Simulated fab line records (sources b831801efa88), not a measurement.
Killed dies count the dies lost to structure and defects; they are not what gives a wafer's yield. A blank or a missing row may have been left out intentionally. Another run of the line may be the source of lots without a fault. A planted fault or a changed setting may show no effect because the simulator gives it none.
8D (eight disciplines) problem report, filled in by code | flow sfq_line | the parts of the form that need people (team, actions taken, sign-off) are left out

## 1. THE PROBLEM
L0_MONX_KI_RS at SFQ_L0_RS_MEAS_901 reads a mean of 61.8 ohm/sq on 6 wafers of 2 lots; wafers without a fault read 43.8 ohm/sq with a standard deviation of 0.6. That puts it +30 standard deviations away from the usual mean.
The step: measures by four-point-probe.
First observed at day 5 21:34: wafer L156.1, on film_metro-03. Wafers with a number at this step in the record: 42, from 14 lots. The rule behind "out" and "out of limits": a value lying over 4 standard deviations away from the usual mean. The rest of the wafers with a number are treated as sound.

## 2. WHAT IT IS AND WHAT IT IS NOT
question                    | is                           | is not
which readings at this step | L0_MONX_KI_RS                | -
which lots                  | L156, L157                   | L135, L136, L137, L138, L139, L140, L141, L142, L143, L144, L146, L147
which wafers of those lots  | all that have a number       | -
read on which gauges        | film_metro-03, film_metro-04 | film_metro-01
when                        | from day 5 21:34             | up to then (36 sound wafers)

## 3. WHAT RULES OUT EACH SUSPECT
Counting: a tool stays on the suspect list if, at a process step up to the reading, it processed all lots that are out and no sound lot following the first of them.
- ruled out: the gauge at SFQ_L0_RS_MEAS_901. The wafers that are out were read on 2 gauges (film_metro-03, film_metro-04).
- pvd_sputter-05 at SFQ_TRILAYER_L0_DEP_SPUTTER_003 (material MoNx KI, target thk 40 nm, time 100 s): kept. Every lot that is out went through it, starting with L156 (day 5 21:29), and after that it ran no sound lot; the last sound lot it ran before then is L147 (day 4 00:29).
Remaining after the count: pvd_sputter-05 at SFQ_TRILAYER_L0_DEP_SPUTTER_003.

## 4. THE CAUSE (what the simulator had put in)
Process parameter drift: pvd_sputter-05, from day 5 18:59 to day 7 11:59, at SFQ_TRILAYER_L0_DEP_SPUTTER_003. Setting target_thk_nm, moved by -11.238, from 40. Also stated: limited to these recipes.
The count eliminated every tool but this one.

## 5. THE CHAIN OF EFFECTS, in route order
Each row: a reading where the mean over the struck wafers with a number is more than 3 standard deviations away from the usual. Only readings for which the record gives a usual standard deviation are gone through. hours: the time from each lot's start at the first step in this table that gives one to its start at this step, as a median over the lots. sigmas: the change in usual standard deviations.
hours | step                                | reading        | usual       | on struck wafers | change | sigmas
0     | SFQ_L0_RS_MEAS_901                  | L0_MONX_KI_RS  | 43.8 ohm/sq | 61.8             | +18.0  | +30
0     | SFQ_L0_THK_MEAS_902                 | L0_MONX_KI_THK | 39.8 nm     | 28.2             | -11.6  | -21
86    | SFQ_TRILAYER_L0_ETCH_METAL_ETCH_008 | oes_product_au | 0.870 a.u.  | 0.725            | -0.145 | -19
It contains these process steps:
- SFQ_TRILAYER_L0_ETCH_METAL_ETCH_008: etches MoNx KI in SF6/O2, stops on SiO2, target depth 50 nm, time 25 s.
Later steps that measure or inspect, where all struck wafers having a row at the step show a number for every such reading and not one has moved that far: SFQ_M0_OVL_MEAS_906, SFQ_I1_OVL_MEAS_913.

## 6. HOW IT WOULD HAVE BEEN CAUGHT EARLIER
The first out-of-limits reading at a measuring or inspecting step in this record came at day 5 21:34, 3 hours after the fault's start at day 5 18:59.
Of the tool readings at SFQ_TRILAYER_L0_DEP_SPUTTER_003 for which the record gives a usual standard deviation, none was out on any struck wafer, so an alarm limit of 4 standard deviations on them would not have fired.
Among the 2 lots that are out, L157 began SFQ_TRILAYER_L0_DEP_SPUTTER_003 on pvd_sputter-05 after day 5 21:34. Putting the tool on hold at that point would have spared it.
